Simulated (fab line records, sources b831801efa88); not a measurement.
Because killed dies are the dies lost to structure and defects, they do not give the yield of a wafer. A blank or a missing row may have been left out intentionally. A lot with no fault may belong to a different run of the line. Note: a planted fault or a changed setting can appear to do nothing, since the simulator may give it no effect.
Chamber matching -- flow sky130 -- hdpcvd-02 running SKY_VIA4_HDPCVD_00: 3 sister chambers
The step deposits SiO2, target thk 1750 nm, time 291.7 s. 14 wafers are shown with their chamber, then 7 later ones without.

WAFERS, EACH WITH ITS CHAMBER
wafer,chamber,sih4-flow-sccm (sccm)
L369.1,0,59.82
L369.2,1,59.79
L369.3,2,60.21
L370.1,1,60.10
L370.3,0,59.70
L370.4,0,59.79
L371.2,1,60.27
L371.3,2,59.79
L371.5,1,59.93
L380.2,2,59.73
L380.3,1,60.04
L380.4,1,59.88
L381.2,2,60.14
L381.5,2,60.20

SIGNATURES (means of the wafers above)
reading,chamber 0,chamber 1,chamber 2,scatter within a chamber
sih4-flow-sccm,59.7700,60.0017,60.0140,0.185
Rule: for a wafer and a chamber, the distance is found by dividing, reading by reading, the gap between the wafer's reading and the chamber's mean by the reading's scatter, squaring, summing and taking the root. The wafer belongs to the nearest chamber; if the next one is less than 2 further off, it can't be placed. The scatter: the root of (the sum of the squares of (reading less its chamber's mean) over the shown wafers, divided by (wafers less chambers)).

WAFERS MISSING THEIR CHAMBER
wafer,sih4-flow-sccm (sccm)
L381.6,60.05
L385.1,59.96
L385.2,59.99
L385.6,60.08
L390.1,59.62
L390.3,60.33
L390.6,60.22

WHICH CHAMBER EACH WENT THROUGH
wafer,from the rows above,in truth
L381.6,can't be placed: 2 or 1 or 0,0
L385.1,can't be placed: 1 or 2 or 0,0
L385.2,can't be placed: 1 or 2 or 0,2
L385.6,can't be placed: 2 or 1 or 0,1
L390.1,can't be placed: 0 or 1 or 2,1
L390.3,can't be placed: 2 or 1 or 0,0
L390.6,can't be placed: 2 or 1 or 0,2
Correct placement for 0 of the 7. These rows do not allow placing 7 (true chamber among the candidates in 7). Number placed wrongly: 0.
